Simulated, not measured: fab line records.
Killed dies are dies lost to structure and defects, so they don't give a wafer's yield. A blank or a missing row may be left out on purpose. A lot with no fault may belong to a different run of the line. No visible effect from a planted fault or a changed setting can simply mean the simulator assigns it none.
fab line records ; flow gf180mcu
record lots=24; wafers=72; last_day=34
route steps=602 shown MVSD@73 MVPSD@88 VT_IMPLANT@119 HV_LDD@223
lots that met no fault: from a run of the same line without faults
start_h: start of the lot's first displayed wafer, in hours after the record's first day ; wait_h: hours elapsed since this lot's preceding step ; " repeats the value in the row above ; L1.1+2: a single row standing in for several wafers ; - no value, or no start was given ; * or withheld: withheld ; < > ~ a bound
route shown NAME@n: names a module that has steps shown in the file, with the first one's number in the route ; usual: the fault-free wafers' mean and standard deviation ; same: alike in all rows ; chamber/n: place in a boat ; sites: readings site by site ; _std_site: how widely they spread, as a standard deviation ; _edge_site: outer sites' mean less inner sites' ; radius_mm: how far each site lies from the wafer's centre ; mask NAME#n: copy n ; behind: the last tool/chamber to shape the wafer ; hold: reason for holding the lot/hours on hold/outcome of the hold ; device: which transistor (n, p or np) failed to switch ; end of line: the same wafers' tests at the end of the route ; a step without rows: its recipe alone ; killed: the dies lost at the first sort to structure and to defects; this is not the yield of the wafer ; map: per-die view of a wafer (x killed, . not killed, _ where there is no die)
set.NAME: the run value of the setting; set.NAME@STEP: its run value at that earlier step ; model.NAME: the simulator's own value behind a step, which no gauge read
the route's steps for a sample of lots (tables are steps, rows are wafers)
services: when a tool's chamber went out of use (start_h, in hours from the record's first day, below 0 if earlier), for how many hours, and the reason
## steps
# step GF_MVSD_OVL_MEAS_07
# usual MVSD_OVL=0.0/1.2
lot.wafer;tool;chamber;start_h;wait_h;MVSD_OVL[nm]
L074.3;overlay-02;-;82.89;-;-0.6
L074.5;overlay-02;-;82.89;-;-0.1
L074.6;overlay-02;-;82.89;-;0.3
L075.1;overlay-01;-;89.21;-;0.3
L075.2;overlay-01;-;89.21;-;1.6
L075.5;overlay-01;-;89.21;-;-1.1
L076.1;overlay-02;-;95.71;-;0.9
L076.2;overlay-02;-;95.71;-;1.1
L076.5;overlay-02;-;95.71;-;-1.4
L077.1;overlay-02;-;99.81;-;-0.8
L077.3;overlay-02;-;99.81;-;-1.6
L077.5;overlay-02;-;99.81;-;-2.3
L078.2;overlay-02;-;105.67;-;-1.4
L078.3;overlay-02;-;105.67;-;-1.2
L078.5;overlay-02;-;105.67;-;1.2
L079.1;overlay-02;-;111.76;-;-0.4
L079.3;overlay-02;-;111.76;-;-2.6
L079.6;overlay-02;-;111.76;-;-1.6
L080.2;overlay-01;-;117.56;-;-0.2
L080.5;overlay-01;-;117.56;-;-0.4
L080.6;overlay-01;-;117.56;-;0.3
L081.2;overlay-02;-;125.66;-;0.2
L081.4;overlay-02;-;125.66;-;-0.6
L081.6;overlay-02;-;125.66;-;-1.4
L082.1;overlay-02;-;131.76;-;1.1
L082.3;overlay-02;-;131.76;-;1.4
L082.6;overlay-02;-;131.76;-;1.3
L083.2;overlay-01;-;137.33;-;-0.4
L083.3;overlay-01;-;137.33;-;0.4
L083.6;overlay-01;-;137.33;-;2.5
L084.4;overlay-01;-;140.62;-;1.0
L084.5;overlay-01;-;140.62;-;-0.8
L084.6;overlay-01;-;140.62;-;0.7
L085.1;overlay-02;-;144.83;-;0.7
L085.3;overlay-02;-;144.83;-;-0.9
L085.4;overlay-02;-;144.83;-;-0.2
L086.1;overlay-02;-;153.23;-;0.3
L086.2;overlay-02;-;153.23;-;1.2
L086.3;overlay-02;-;153.23;-;-0.8
L087.1;overlay-01;-;158.11;-;2.5
L087.3;overlay-01;-;158.11;-;2.4
L087.6;overlay-01;-;158.11;-;1.3
L088.4;overlay-02;-;163.28;-;-0.8
L088.5;overlay-02;-;163.28;-;0.0
L088.6;overlay-02;-;163.28;-;-1.5
L089.3;overlay-01;-;172.67;-;3.9
L089.4;overlay-01;-;172.67;-;0.5
L089.6;overlay-01;-;172.67;-;0.9
L090.2;overlay-01;-;178.16;-;0.6
L090.3;overlay-01;-;178.16;-;1.0
L090.6;overlay-01;-;178.16;-;-0.3
L091.3;overlay-01;-;181.37;-;1.1
L091.5;overlay-01;-;181.37;-;-0.1
L091.6;overlay-01;-;181.37;-;-0.2
L092.3;overlay-01;-;186.84;-;-1.0
L092.4;overlay-01;-;186.84;-;-0.3
L092.6;overlay-01;-;186.84;-;2.7
L093.1;overlay-02;-;192.61;-;-1.2
L093.5;overlay-02;-;192.61;-;1.3
L093.6;overlay-02;-;192.61;-;0.6
L094.1;overlay-01;-;199.64;-;-1.0
L094.2;overlay-01;-;199.64;-;-1.2
L094.4;overlay-01;-;199.64;-;-1.8
L095.1;overlay-01;-;205.11;-;2.8
L095.4;overlay-01;-;205.11;-;-0.4
L095.5;overlay-01;-;205.11;-;2.3
L096.2;overlay-01;-;211.48;-;-0.7
L096.4;overlay-01;-;211.48;-;1.0
L096.5;overlay-01;-;211.48;-;-0.8
L097.1;overlay-02;-;216.11;-;-1.2
L097.2;overlay-02;-;216.11;-;-1.1
L097.3;overlay-02;-;216.11;-;-1.2
# step GF_MVPSD_STRIP_10
# recipe chemistry=O2/N2; power_w=1400; pressure_mtorr=1500; platen_temp_c=250; o2_flow_sccm=3000; n2_flow_sccm=300; overash_fraction=0.5
# usual drypump_motor_current_A=5.5/0.35; heater_power_w=355/40; oes_product_au=0.722/0.0046; strip_time_to_endpoint_s=36.96/0.11
lot.wafer;tool;chamber;start_h;wait_h;drypump_motor_current_A;heater_power_w;oes_product_au;rf_hours_counter_h;strip_time_to_endpoint_s
L074.3;plasma_asher-01;0;97.33;0.1;5.4;349;0.724;-;37.00
L074.5;plasma_asher-01;0;97.33;0.1;5.4;346;0.723;-;37.04
L074.6;plasma_asher-01;1;97.33;0.1;5.2;352;0.724;-;36.98
L075.1;plasma_asher-02;1;103.44;0.1;5.3;363;0.725;45;36.93
L075.2;plasma_asher-02;0;103.44;0.1;6.2;361;0.726;45;36.83
L075.5;plasma_asher-02;1;103.44;0.1;5.3;361;0.710;-;36.93
L076.1;plasma_asher-02;1;110.74;0.1;5.3;353;0.728;46;36.84
L076.2;plasma_asher-02;0;110.74;0.1;6.2;353;0.721;46;36.85
L076.5;plasma_asher-02;1;110.74;0.1;5.3;357;0.721;-;36.85
L077.1;plasma_asher-03;0;114.94;0.1;5.5;429;0.723;48;37.09
L077.3;plasma_asher-03;0;114.94;0.1;5.5;425;0.718;-;37.07
L077.5;plasma_asher-03;1;114.94;0.1;5.6;280;0.721;-;37.19
L078.2;plasma_asher-03;0;120.70;0.1;5.5;434;0.720;48;36.95
L078.3;plasma_asher-03;1;120.70;0.1;5.7;278;0.723;-;36.89
L078.5;plasma_asher-03;0;120.70;0.1;5.5;418;0.720;-;36.98
L079.1;plasma_asher-01;1;126.69;0.1;5.1;360;0.720;1;37.03
L079.3;plasma_asher-01;0;126.69;0.1;5.4;334;0.725;-;36.93
L079.6;plasma_asher-01;0;126.69;0.1;5.4;341;0.716;-;37.04
L080.2;plasma_asher-02;1;133.29;0.1;5.3;354;0.717;49;36.89
L080.5;plasma_asher-02;1;133.29;0.1;5.3;353;0.714;-;36.94
L080.6;plasma_asher-02;0;133.29;0.1;6.2;373;0.714;-;36.95
L081.2;plasma_asher-02;0;141.65;0.1;6.2;356;0.723;50;37.20
L081.4;plasma_asher-02;0;141.65;0.1;6.2;365;0.728;-;37.16
L081.6;plasma_asher-02;1;141.65;0.1;5.3;362;0.721;-;37.03
L082.1;plasma_asher-02;0;147.89;0.1;6.2;357;0.721;50;37.11
L082.3;plasma_asher-02;1;147.89;0.1;5.3;366;0.719;-;37.03
L082.6;plasma_asher-02;0;147.89;0.1;6.2;363;0.721;-;36.97
L083.2;plasma_asher-02;1;153.95;0.1;5.3;362;0.731;51;36.84
L083.3;plasma_asher-02;1;153.95;0.1;5.3;358;0.719;-;36.97
L083.6;plasma_asher-02;1;153.95;0.1;5.3;353;0.725;-;37.08
L084.4;plasma_asher-01;1;157.13;0.1;5.2;354;0.728;-;37.12
L084.5;plasma_asher-01;1;157.13;0.1;5.2;366;0.722;-;37.13
L084.6;plasma_asher-01;0;157.13;0.1;5.4;343;0.733;-;36.98
L085.1;plasma_asher-03;1;161.05;0.1;5.6;278;0.724;53;36.96
L085.3;plasma_asher-03;1;161.05;0.1;5.7;281;0.725;-;36.87
L085.4;plasma_asher-03;0;161.05;0.1;5.5;439;0.721;-;36.98
L086.1;plasma_asher-03;1;170.20;0.1;5.6;290;0.718;54;37.11
L086.2;plasma_asher-03;0;170.20;0.1;5.5;430;0.720;54;37.17
L086.3;plasma_asher-03;0;170.20;0.1;5.5;433;0.715;-;37.03
L087.1;plasma_asher-01;0;174.40;0.1;5.4;334;0.717;6;36.92
L087.3;plasma_asher-01;1;174.40;0.1;5.2;363;0.724;-;37.09
L087.6;plasma_asher-01;1;174.40;0.1;5.1;360;0.722;-;36.91
L088.4;plasma_asher-01;0;179.53;0.1;5.4;332;0.718;-;36.79
L088.5;plasma_asher-01;1;179.53;0.1;5.2;361;0.724;-;36.79
L088.6;plasma_asher-01;0;179.53;0.1;5.4;331;0.724;-;36.80
L089.3;plasma_asher-01;1;189.93;0.1;5.2;362;0.723;-;37.03
L089.4;plasma_asher-01;0;189.93;0.1;5.4;338;0.720;-;37.05
L089.6;plasma_asher-01;0;189.93;0.1;5.4;338;0.728;-;36.93
L090.2;plasma_asher-02;1;195.14;0.1;5.3;358;0.721;54;36.92
L090.3;plasma_asher-02;1;195.14;0.1;5.3;359;0.724;-;36.87
L090.6;plasma_asher-02;1;195.14;0.1;5.3;357;0.722;-;37.00
L091.3;plasma_asher-03;1;198.85;0.1;5.6;283;0.718;-;36.86
L091.5;plasma_asher-03;1;198.85;0.1;5.6;282;0.733;-;36.79
L091.6;plasma_asher-03;0;198.85;0.1;5.4;430;0.726;-;36.76
L092.3;plasma_asher-02;0;204.33;0.1;6.2;357;0.720;-;36.78
L092.4;plasma_asher-02;1;204.33;0.1;5.3;358;0.711;-;36.76
L092.6;plasma_asher-02;0;204.33;0.1;6.2;360;0.722;-;36.92
L093.1;plasma_asher-03;1;210.34;0.1;5.6;289;0.731;59;36.94
L093.5;plasma_asher-03;1;210.34;0.1;5.6;280;0.723;-;37.01
L093.6;plasma_asher-03;0;210.34;0.1;5.4;421;0.726;-;36.93
L094.1;plasma_asher-01;0;217.14;0.1;5.4;333;0.716;10;36.85
L094.2;plasma_asher-01;1;217.14;0.1;5.1;363;0.718;10;36.98
L094.4;plasma_asher-01;0;217.14;0.1;5.4;334;0.719;-;37.11
L095.1;plasma_asher-03;0;223.49;0.1;5.5;431;0.720;60;36.77
L095.4;plasma_asher-03;0;223.49;0.1;5.5;416;0.725;-;36.79
L095.5;plasma_asher-03;1;223.49;0.1;5.6;287;0.721;-;36.84
L096.2;plasma_asher-02;0;230.24;0.1;6.2;370;0.713;58;36.94
L096.4;plasma_asher-02;0;230.24;0.1;6.2;362;0.719;-;37.09
L096.5;plasma_asher-02;0;230.24;0.1;6.2;358;0.730;-;36.90
L097.1;plasma_asher-01;1;234.69;0.1;5.2;351;0.718;12;37.01
L097.2;plasma_asher-01;0;234.69;0.1;5.4;342;0.718;12;37.04
L097.3;plasma_asher-01;1;234.69;0.1;5.2;367;0.722;-;37.01
# step GF_MVPSD_TW_MEAS_11
# usual MVPSD_TW=553/4.1
lot.wafer;tool;chamber;start_h;wait_h;MVPSD_TW
L074.3;film_metro-02;-;97.41;0.1;564
L074.5;film_metro-02;-;97.41;0.1;562
L074.6;film_metro-02;-;97.41;0.1;560
L075.1;film_metro-01;-;103.54;0.1;550
L075.2;film_metro-01;-;103.54;0.1;552
L075.5;film_metro-01;-;103.54;0.1;548
L076.1;film_metro-03;-;110.84;0.1;552
L076.2;film_metro-03;-;110.84;0.1;553
L076.5;film_metro-03;-;110.84;0.1;548
L077.1;film_metro-02;-;115.04;0.1;558
L077.3;film_metro-02;-;115.04;0.1;558
L077.5;film_metro-02;-;115.04;0.1;561
L078.2;film_metro-03;-;120.81;0.1;554
L078.3;film_metro-03;-;120.81;0.1;553
L078.5;film_metro-03;-;120.81;0.1;554
L079.1;film_metro-03;-;126.79;0.1;554
L079.3;film_metro-03;-;126.79;0.1;555
L079.6;film_metro-03;-;126.79;0.1;554
L080.2;film_metro-01;-;133.40;0.1;546
L080.5;film_metro-01;-;133.40;0.1;549
L080.6;film_metro-01;-;133.40;0.1;549
L081.2;film_metro-01;-;141.76;0.1;546
L081.4;film_metro-01;-;141.76;0.1;548
L081.6;film_metro-01;-;141.76;0.1;549
L082.1;film_metro-01;-;147.99;0.1;551
L082.3;film_metro-01;-;147.99;0.1;546
L082.6;film_metro-01;-;147.99;0.1;549
L083.2;film_metro-01;-;154.06;0.1;547
L083.3;film_metro-01;-;154.06;0.1;547
L083.6;film_metro-01;-;154.06;0.1;546
L084.4;film_metro-02;-;157.22;0.1;560
L084.5;film_metro-02;-;157.22;0.1;555
L084.6;film_metro-02;-;157.22;0.1;556
L085.1;film_metro-02;-;161.15;0.1;558
L085.3;film_metro-02;-;161.15;0.1;558
L085.4;film_metro-02;-;161.15;0.1;557
L086.1;film_metro-03;-;170.30;0.1;551
L086.2;film_metro-03;-;170.30;0.1;550
L086.3;film_metro-03;-;170.30;0.1;554
L087.1;film_metro-01;-;174.50;0.1;553
L087.3;film_metro-01;-;174.50;0.1;551
L087.6;film_metro-01;-;174.50;0.1;553
L088.4;film_metro-02;-;179.63;0.1;552
L088.5;film_metro-02;-;179.63;0.1;552
L088.6;film_metro-02;-;179.63;0.1;553
L089.3;film_metro-03;-;190.02;0.1;551
L089.4;film_metro-03;-;190.02;0.1;551
L089.6;film_metro-03;-;190.02;0.1;552
L090.2;film_metro-03;-;195.25;0.1;551
L090.3;film_metro-03;-;195.25;0.1;552
L090.6;film_metro-03;-;195.25;0.1;554
L091.3;film_metro-01;-;198.94;0.1;554
L091.5;film_metro-01;-;198.94;0.1;552
L091.6;film_metro-01;-;198.94;0.1;553
L092.3;film_metro-01;-;204.42;0.1;553
L092.4;film_metro-01;-;204.42;0.1;553
L092.6;film_metro-01;-;204.42;0.1;556
L093.1;film_metro-01;-;210.44;0.1;553
L093.5;film_metro-01;-;210.44;0.1;553
L093.6;film_metro-01;-;210.44;0.1;552
L094.1;film_metro-02;-;217.24;0.1;559
L094.2;film_metro-02;-;217.24;0.1;555
L094.4;film_metro-02;-;217.24;0.1;562
L095.1;film_metro-01;-;223.59;0.1;551
L095.4;film_metro-01;-;223.59;0.1;551
L095.5;film_metro-01;-;223.59;0.1;549
L096.2;film_metro-03;-;230.35;0.1;557
L096.4;film_metro-03;-;230.35;0.1;553
L096.5;film_metro-03;-;230.35;0.1;555
L097.1;film_metro-03;-;234.79;0.1;557
L097.2;film_metro-03;-;234.79;0.1;557
L097.3;film_metro-03;-;234.79;0.1;554
# step GF_VT_IMPLANT_OVL_MEAS_29
# usual VT_IMPLANT_02_OVL=-0.8/1.4
lot.wafer;tool;chamber;start_h;wait_h;VT_IMPLANT_02_OVL[nm]
L074.3;overlay-01;-;141.72;0.1;1.2
L074.5;overlay-01;-;141.72;0.1;0.6
L074.6;overlay-01;-;141.72;0.1;0.4
L075.1;overlay-01;-;148.18;0.1;-3.3
L075.2;overlay-01;-;148.18;0.1;-3.6
L075.5;overlay-01;-;148.18;0.1;-3.5
L076.1;overlay-02;-;155.66;0.1;1.0
L076.2;overlay-02;-;155.66;0.1;-0.8
L076.5;overlay-02;-;155.66;0.1;-0.5
L077.1;overlay-02;-;161.01;0.1;-1.0
L077.3;overlay-02;-;161.01;0.1;0.0
L077.5;overlay-02;-;161.01;0.1;-0.5
L078.2;overlay-02;-;167.58;0.1;-0.8
L078.3;overlay-02;-;167.58;0.1;0.8
L078.5;overlay-02;-;167.58;0.1;0.0
L079.1;overlay-01;-;173.33;0.1;-1.7
L079.3;overlay-01;-;173.33;0.1;-1.3
L079.6;overlay-01;-;173.33;0.1;-1.9
L080.2;overlay-01;-;180.01;0.1;-1.9
L080.5;overlay-01;-;180.01;0.1;-2.4
L080.6;overlay-01;-;180.01;0.1;-1.8
L081.2;overlay-01;-;189.22;0.1;2.1
L081.4;overlay-01;-;189.22;0.1;-0.9
L081.6;overlay-01;-;189.22;0.1;1.3
L082.1;overlay-02;-;196.66;0.1;1.7
L082.3;overlay-02;-;196.66;0.1;0.5
L082.6;overlay-02;-;196.66;0.1;-1.8
L083.2;overlay-01;-;203.16;0.1;-1.0
L083.3;overlay-01;-;203.16;0.1;-0.2
L083.6;overlay-01;-;203.16;0.1;-0.2
L084.4;overlay-02;-;206.57;0.1;-1.4
L084.5;overlay-02;-;206.57;0.1;-0.1
L084.6;overlay-02;-;206.57;0.1;-1.8
L085.1;overlay-01;-;211.01;0.1;-2.6
L085.3;overlay-01;-;211.01;0.1;-3.1
L085.4;overlay-01;-;211.01;0.1;-1.9
L086.1;overlay-02;-;221.51;0.1;-0.7
L086.2;overlay-02;-;221.51;0.1;-1.5
L086.3;overlay-02;-;221.51;0.1;0.0
L087.1;overlay-01;-;224.27;0.1;0.0
L087.3;overlay-01;-;224.27;0.1;-1.0
L087.6;overlay-01;-;224.27;0.1;-1.1
L088.4;overlay-01;-;230.82;0.1;-1.5
L088.5;overlay-01;-;230.82;0.1;-2.0
L088.6;overlay-01;-;230.82;0.1;2.3
L089.3;overlay-01;-;242.27;0.1;-2.4
L089.4;overlay-01;-;242.27;0.1;-0.3
L089.6;overlay-01;-;242.27;0.1;-2.2
L090.2;overlay-02;-;249.61;0.1;-3.1
L090.3;overlay-02;-;249.61;0.1;-2.6
L090.6;overlay-02;-;249.61;0.1;-1.4
L091.3;overlay-02;-;251.89;0.1;-1.5
L091.5;overlay-02;-;251.89;0.1;-2.1
L091.6;overlay-02;-;251.89;0.1;0.7
L092.3;overlay-01;-;258.47;0.1;-0.6
L092.4;overlay-01;-;258.47;0.1;0.1
L092.6;overlay-01;-;258.47;0.1;-1.0
L093.1;overlay-02;-;263.60;0.1;0.5
L093.5;overlay-02;-;263.60;0.1;-0.1
L093.6;overlay-02;-;263.60;0.1;-1.0
L094.1;overlay-02;-;272.27;0.1;0.4
L094.2;overlay-02;-;272.27;0.1;-1.2
L094.4;overlay-02;-;272.27;0.1;0.4
L095.1;overlay-01;-;279.07;0.1;-0.2
L095.4;overlay-01;-;279.07;0.1;-0.8
L095.5;overlay-01;-;279.07;0.1;0.8
L096.2;overlay-02;-;286.43;0.1;-4.3
L096.4;overlay-02;-;286.43;0.1;-2.0
L096.5;overlay-02;-;286.43;0.1;-0.2
L097.1;overlay-02;-;291.87;0.1;0.0
L097.2;overlay-02;-;291.87;0.1;1.8
L097.3;overlay-02;-;291.87;0.1;0.3
# step GF_HV_LDD_OVL_MEAS_47
# usual HV_LDD_03_OVL=-0.6/1.3
lot.wafer;tool;chamber;start_h;wait_h;HV_LDD_03_OVL[nm]
L074.3;overlay-01;-;277.64;0.1;0.8
L074.5;overlay-01;-;277.64;0.1;0.1
L074.6;overlay-01;-;277.64;0.1;1.8
L075.1;overlay-02;-;281.42;0.1;-1.0
L075.2;overlay-02;-;281.42;0.1;-3.4
L075.5;overlay-02;-;281.42;0.1;-2.2
L076.1;overlay-02;-;292.47;0.1;0.4
L076.2;overlay-02;-;292.47;0.1;-1.3
L076.5;overlay-02;-;292.47;0.1;1.2
L077.1;overlay-02;-;296.57;0.1;-0.3
L077.3;overlay-02;-;296.57;0.1;-1.6
L077.5;overlay-02;-;296.57;0.1;0.8
L078.2;overlay-02;-;304.43;0.1;-2.0
L078.3;overlay-02;-;304.43;0.1;-1.1
L078.5;overlay-02;-;304.43;0.1;0.3
L079.1;overlay-01;-;313.07;0.1;-1.8
L079.3;overlay-01;-;313.07;0.1;-1.0
L079.6;overlay-01;-;313.07;0.1;-1.9
L080.2;overlay-01;-;319.98;0.1;-0.6
L080.5;overlay-01;-;319.98;0.1;0.0
L080.6;overlay-01;-;319.98;0.1;0.1
L081.2;overlay-02;-;331.80;0.1;-1.9
L081.4;overlay-02;-;331.80;0.1;-2.9
L081.6;overlay-02;-;331.80;0.1;-0.4
L082.1;overlay-01;-;342.77;0.1;-1.5
L082.3;overlay-01;-;342.77;0.1;-1.6
L082.6;overlay-01;-;342.77;0.1;-2.5
L083.2;overlay-02;-;348.93;0.1;0.5
L083.3;overlay-02;-;348.93;0.1;-1.0
L083.6;overlay-02;-;348.93;0.1;-0.9
L084.4;overlay-01;-;351.99;0.1;-0.5
L084.5;overlay-01;-;351.99;0.1;0.0
L084.6;overlay-01;-;351.99;0.1;-0.2
L085.1;overlay-02;-;363.32;0.1;-1.2
L085.3;overlay-02;-;363.32;0.1;-4.2
L085.4;overlay-02;-;363.32;0.1;-3.2
L086.1;overlay-01;-;372.63;0.1;-0.6
L086.2;overlay-01;-;372.63;0.1;-0.1
L086.3;overlay-01;-;372.63;0.1;1.7
L087.1;overlay-02;-;374.28;0.1;-0.3
L087.3;overlay-02;-;374.28;0.1;-0.8
L087.6;overlay-02;-;374.28;0.1;-1.7
L088.4;overlay-01;-;389.64;0.1;0.6
L088.5;overlay-01;-;389.64;0.1;-1.4
L088.6;overlay-01;-;389.64;0.1;-1.0
L089.3;overlay-01;-;396.88;0.1;-0.5
L089.4;overlay-01;-;396.88;0.1;0.8
L089.6;overlay-01;-;396.88;0.1;-0.3
L090.2;overlay-02;-;409.63;0.1;-0.6
L090.3;overlay-02;-;409.63;0.1;-0.3
L090.6;overlay-02;-;409.63;0.1;-1.2
L091.3;overlay-02;-;410.33;0.1;0.8
L091.5;overlay-02;-;410.33;0.1;1.4
L091.6;overlay-02;-;410.33;0.1;0.8
L092.3;overlay-02;-;417.94;0.1;1.2
L092.4;overlay-02;-;417.94;0.1;0.2
L092.6;overlay-02;-;417.94;0.1;2.4
L093.1;overlay-01;-;424.27;0.1;-1.2
L093.5;overlay-01;-;424.27;0.1;-2.7
L093.6;overlay-01;-;424.27;0.1;-3.2
L094.1;overlay-01;-;436.07;0.1;-0.6
L094.2;overlay-01;-;436.07;0.1;-0.4
L094.4;overlay-01;-;436.07;0.1;-2.3
L095.1;overlay-02;-;441.93;0.1;-1.4
L095.4;overlay-02;-;441.93;0.1;0.5
L095.5;overlay-02;-;441.93;0.1;-1.1
L096.2;overlay-01;-;451.68;0.1;0.9
L096.4;overlay-01;-;451.68;0.1;1.2
L096.5;overlay-01;-;451.68;0.1;-1.8
L097.1;overlay-02;-;456.67;0.1;0.0
L097.2;overlay-02;-;456.67;0.1;-0.4
L097.3;overlay-02;-;456.67;0.1;-1.1
# step GF_HV_LDD_THK_MEAS_57
# recipe reads=Si3N4_of_HV_LDD_CVD_56
# usual HV_LDD_CVD_56_THK=89.7/0.85
lot.wafer;tool;chamber;start_h;wait_h;HV_LDD_CVD_56_THK[nm]
L074.3;film_metro-03;-;282.39;0.0;89.7
L074.5;film_metro-03;-;282.39;0.0;90.1
L074.6;film_metro-03;-;282.39;0.0;91.5
L075.1;film_metro-03;-;285.59;0.0;88.6
L075.2;film_metro-03;-;285.59;0.0;89.0
L075.5;film_metro-03;-;285.59;0.0;88.1
L076.1;film_metro-01;-;295.57;0.0;89.7
L076.2;film_metro-01;-;295.57;0.0;89.8
L076.5;film_metro-01;-;295.57;0.0;90.1
L077.1;film_metro-02;-;299.67;0.0;90.0
L077.3;film_metro-02;-;299.67;0.0;90.1
L077.5;film_metro-02;-;299.67;0.0;90.0
L078.2;film_metro-03;-;307.54;0.0;90.3
L078.3;film_metro-03;-;307.54;0.0;88.9
L078.5;film_metro-03;-;307.54;0.0;89.5
L079.1;film_metro-03;-;316.17;0.0;89.3
L079.3;film_metro-03;-;316.17;0.0;88.8
L079.6;film_metro-03;-;316.17;0.0;89.4
L080.2;film_metro-03;-;323.08;0.0;90.3
L080.5;film_metro-03;-;323.08;0.0;89.8
L080.6;film_metro-03;-;323.08;0.0;90.5
L081.2;film_metro-03;-;336.46;0.0;88.3
L081.4;film_metro-03;-;336.46;0.0;89.0
L081.6;film_metro-03;-;336.46;0.0;88.0
L082.1;film_metro-02;-;346.38;0.0;89.0
L082.3;film_metro-02;-;346.38;0.0;90.1
L082.6;film_metro-02;-;346.38;0.0;89.8
L083.2;film_metro-01;-;352.03;0.0;91.2
L083.3;film_metro-01;-;352.03;0.0;90.6
L083.6;film_metro-01;-;352.03;0.0;91.5
L084.4;film_metro-01;-;356.30;0.0;90.0
L084.5;film_metro-01;-;356.30;0.0;90.0
L084.6;film_metro-01;-;356.30;0.0;88.7
L085.1;film_metro-02;-;366.41;0.0;88.8
L085.3;film_metro-02;-;366.41;0.0;89.7
L085.4;film_metro-02;-;366.41;0.0;89.5
L086.1;film_metro-03;-;375.72;0.0;89.1
L086.2;film_metro-03;-;375.72;0.0;89.6
L086.3;film_metro-03;-;375.72;0.0;89.3
L087.1;film_metro-01;-;378.23;0.0;90.5
L087.3;film_metro-01;-;378.23;0.0;89.6
L087.6;film_metro-01;-;378.23;0.0;90.0
L088.4;film_metro-02;-;392.75;0.0;89.2
L088.5;film_metro-02;-;392.75;0.0;88.9
L088.6;film_metro-02;-;392.75;0.0;89.4
L089.3;film_metro-01;-;399.99;0.0;88.7
L089.4;film_metro-01;-;399.99;0.0;89.1
L089.6;film_metro-01;-;399.99;0.0;89.2
L090.2;film_metro-03;-;413.11;0.0;91.7
L090.3;film_metro-03;-;413.11;0.0;91.5
L090.6;film_metro-03;-;413.11;0.0;91.1
L091.3;film_metro-03;-;414.55;0.0;90.3
L091.5;film_metro-03;-;414.55;0.0;90.1
L091.6;film_metro-03;-;414.55;0.0;90.9
L092.3;film_metro-01;-;421.09;0.0;90.4
L092.4;film_metro-01;-;421.09;0.0;90.4
L092.6;film_metro-01;-;421.09;0.0;90.5
L093.1;film_metro-01;-;427.37;0.0;90.7
L093.5;film_metro-01;-;427.37;0.0;90.3
L093.6;film_metro-01;-;427.37;0.0;90.2
L094.1;film_metro-03;-;439.16;0.0;88.8
L094.2;film_metro-03;-;439.16;0.0;89.0
L094.4;film_metro-03;-;439.16;0.0;88.4
L095.1;film_metro-01;-;445.02;0.0;89.6
L095.4;film_metro-01;-;445.02;0.0;88.8
L095.5;film_metro-01;-;445.02;0.0;89.5
L096.2;film_metro-01;-;454.78;0.0;90.2
L096.4;film_metro-01;-;454.78;0.0;90.3
L096.5;film_metro-01;-;454.78;0.0;89.6
L097.1;film_metro-02;-;459.77;0.0;89.4
L097.2;film_metro-02;-;459.77;0.0;88.5
L097.3;film_metro-02;-;459.77;0.0;89.4
## services
tool;chamber;start_h;hours;kind
plasma_asher-02;-;107.90;0.4;repair
plasma_asher-01;-;108.75;9.0;pm
plasma_asher-01;0;108.75;9.0;vent_cycle
plasma_asher-01;1;108.75;9.0;vent_cycle
plasma_asher-01;0;117.75;-;clean
plasma_asher-01;1;117.75;-;clean
plasma_asher-03;-;146.86;1.5;repair
plasma_asher-03;-;162.87;0.9;repair
plasma_asher-02;-;180.07;1.9;repair
plasma_asher-02;-;187.67;6.7;repair
plasma_asher-02;-;200.67;2.8;pm
plasma_asher-01;-;202.88;2.8;pm
## key
fault none
